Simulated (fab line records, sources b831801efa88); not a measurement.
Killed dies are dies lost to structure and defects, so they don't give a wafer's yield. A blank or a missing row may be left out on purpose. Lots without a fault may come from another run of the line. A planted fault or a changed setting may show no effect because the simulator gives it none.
Which tool did it? | flow gf180mcu | 6 lots, 18 wafers sampled, at 4 steps of a route of 602

WHAT THE GAUGES READ, wafer by wafer
GF_V5_CD_MEAS_14: target cd 260 nm.
lot  | measured     | on        | cd_nm (nm)
L861 | day 27 04:13 | cd_sem-02 | 258.7 259.5 259.2
L865 | day 28 19:27 | cd_sem-01 | 261.5 262.4 263.1
L868 | day 29 15:44 | cd_sem-01 | 260.2 261.1 260.3
L872 | day 30 19:13 | cd_sem-01 | 260.3 260.5 259.8
L879 | day 32 16:32 | cd_sem-02 | 261.4 262.5 261.0
L881 | day 33 00:12 | cd_sem-02 | 258.9 258.1 258.1

WHICH TOOL RAN EACH LOT (tool, then ch and the chambers of the sampled wafers, then the start)
lot  | GF_HV_LDD_STRIP_37                   | GF_MIM_CVD_05                   | GF_MIM_SPUTTER_08
L861 | plasma_asher-04 ch 1, day 11 16:31   | pecvd-04 ch 1,2, day 24 12:10   | pvd_sputter-01, day 24 12:17
L865 | plasma_asher-02 ch 0,1, day 13 02:49 | pecvd-01 ch 1,2, day 26 04:18   | pvd_sputter-01, day 26 04:28
L868 | plasma_asher-04 ch 0,1, day 14 00:18 | pecvd-03 ch 1,2, day 27 03:20   | pvd_sputter-03, day 27 03:29
L872 | plasma_asher-01 ch 0,1, day 15 08:48 | pecvd-03 ch 1,2, day 28 09:06   | pvd_sputter-03, day 28 09:14
L879 | plasma_asher-04 ch 0,1, day 17 17:58 | pecvd-01 ch 0,1,2, day 30 12:18 | pvd_sputter-03, day 30 12:26
L881 | plasma_asher-02 ch 0, day 18 06:49   | pecvd-03 ch 0,2, day 30 19:42   | pvd_sputter-01, day 30 19:50
- GF_HV_LDD_STRIP_37: strips in O2/N2.
- GF_MIM_CVD_05: deposits Si3N4, target thk 42 nm, time 29.086 s.
- GF_MIM_SPUTTER_08: material AlCu, target thk 200 nm, time 10.6 s.

THE ANSWER, worked out from the rows above alone
Rule: what is usual is taken from the lots themselves. Put in order of their means at a reading, lots are off if they are a third of the lots or fewer, leave a main group of 4 or more, and stand apart from it by a gap of 3 or more times the standard deviation of the main group's means; of several such gaps the widest counts. A main group whose means are all the same, to the digits that the tables above print for the reading, isn't used. A lot without any number at a reading at which 4 lots or more have one is off too. The other lots that the step has rows for count as sound.
No lot is off at any reading shown: from this, nothing can be told.

WHAT THE SIMULATOR HAD PUT IN
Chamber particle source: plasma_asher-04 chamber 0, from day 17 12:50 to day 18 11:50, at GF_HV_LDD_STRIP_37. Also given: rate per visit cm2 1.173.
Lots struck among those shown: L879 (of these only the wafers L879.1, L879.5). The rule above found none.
